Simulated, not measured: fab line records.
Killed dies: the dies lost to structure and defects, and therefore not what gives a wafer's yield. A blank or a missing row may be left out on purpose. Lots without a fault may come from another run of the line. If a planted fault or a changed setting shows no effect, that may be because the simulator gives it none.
Matching of chambers | flow gf180mcu | GF_V5_CMP_04 on cmp-01 has 4 sister chambers
The step polishes SiO2. 8 wafers are shown with their chamber, then 8 later ones without.

WAFERS PAIRED WITH THEIR CHAMBERS
wafer  | chamber | motor current A (A) | slurry flow ml min
L667.1 | 2       | 12.5                | 150.1
L667.3 | 3       | 13.3                | 150.3
L670.1 | 0       | 10.9                | 149.9
L670.5 | 0       | 11.0                | 149.3
L675.1 | 3       | 14.0                | 150.4
L675.3 | 1       | 10.1                | 149.2
L675.5 | 1       | 10.6                | 149.0
L679.2 | 2       | 13.2                | 150.0

WAFERS WHOSE CHAMBER IS MISSING
wafer  | motor current A (A) | slurry flow ml min
L679.5 | 14.1                | 149.8
L679.6 | 11.0                | 149.5
L680.1 | 11.1                | 149.6
L680.2 | 10.7                | 149.2
L680.6 | 14.3                | 149.5
L681.1 | 10.9                | 149.2
L681.3 | 13.0                | 150.4
L681.4 | 13.6                | 150.5

WHICH CHAMBER EACH WENT THROUGH
wafer  | from the rows above     | in truth
L679.5 | can't be placed: 3 or 2 | 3
L679.6 | can't be placed: 0 or 1 | 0
L680.1 | 0                       | 0
L680.2 | can't be placed: 1 or 0 | 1
L680.6 | can't be placed: 3 or 2 | 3
L681.1 | can't be placed: 1 or 0 | 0
L681.3 | can't be placed: 2 or 3 | 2
L681.4 | 3                       | 3
Correctly placed: 2 of 8. Unplaceable from these rows: 6, with the true chamber sitting among the candidates in 6. Wrongly placed: 0.
How it was worked out, from the rows above alone: a wafer's distance from a chamber is the root of the sum, over the readings, of the square of ((its reading less the chamber's mean) divided by the reading's scatter). If the next closest chamber is less than 2 further off than the closest, the wafer can't be placed; otherwise it belongs to the closest. A chamber's mean is the mean of its shown wafers. The scatter is the square root of a quotient: the sum, over the shown wafers, of each reading's squared deviation from its chamber's mean, divided by wafers minus chambers.
